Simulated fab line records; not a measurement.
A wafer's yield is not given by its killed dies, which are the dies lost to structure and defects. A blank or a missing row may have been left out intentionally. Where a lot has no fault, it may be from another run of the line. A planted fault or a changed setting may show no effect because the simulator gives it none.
2 desks looking at one fault    flow sky130    each desk has only its own numbers; what lay behind them comes last

THE METROLOGY DESK
What the gauges read, lot by lot, whatever tool the lot ran on: means of the sampled wafers that have a number. Any lot whose mean is over 4 standard deviations away from the usual mean is out of limits and marked OUT; that distance is given in the brackets.
Columns: A = PASSIVATION_CVD_02_THK at SKY_PASSIVATION_THK_MEAS_03, usual 540 nm
lot   first seen here  A
L725  day 44 00:16     533
L726  day 44 08:40     537
L727  day 44 13:31     541
L729  day 44 20:41     549
L730  day 45 03:25     542
L733  day 45 19:30     541
L735  day 46 13:02     537
L739  day 47 13:43     540
L743  day 48 22:26     541
L744  day 49 01:11     551
L745  day 49 03:05     556
L747  day 49 03:36     540
This desk's finding: nothing out of limits on any of the 12 lots.

THE TOOL OWNER'S DESK: pecvd-03
The tool's own readings at SKY_PASSIVATION_CVD_02 (deposits Si3N4, target thk 540 nm): means of the sampled wafers that have a number, for each lot that ran on this tool. Any lot whose mean is over 4 standard deviations away from the usual mean is out of limits and marked OUT; that distance is given in the brackets.
Columns: A = heaterPowerW at SKY_PASSIVATION_CVD_02, usual 657 W
lot   first seen here  A
L730  day 45 03:11     699
L735  day 46 12:48     709
L744  day 49 00:31     605
L745  day 49 02:50     632
This desk's finding: nothing out of limits on any of the 4 lots.

ALL TOGETHER
Metrology desk: nothing out of limits seen.
The desk of the tool owner found nothing out of limits.

WHAT WAS PUT IN BY THE SIMULATOR
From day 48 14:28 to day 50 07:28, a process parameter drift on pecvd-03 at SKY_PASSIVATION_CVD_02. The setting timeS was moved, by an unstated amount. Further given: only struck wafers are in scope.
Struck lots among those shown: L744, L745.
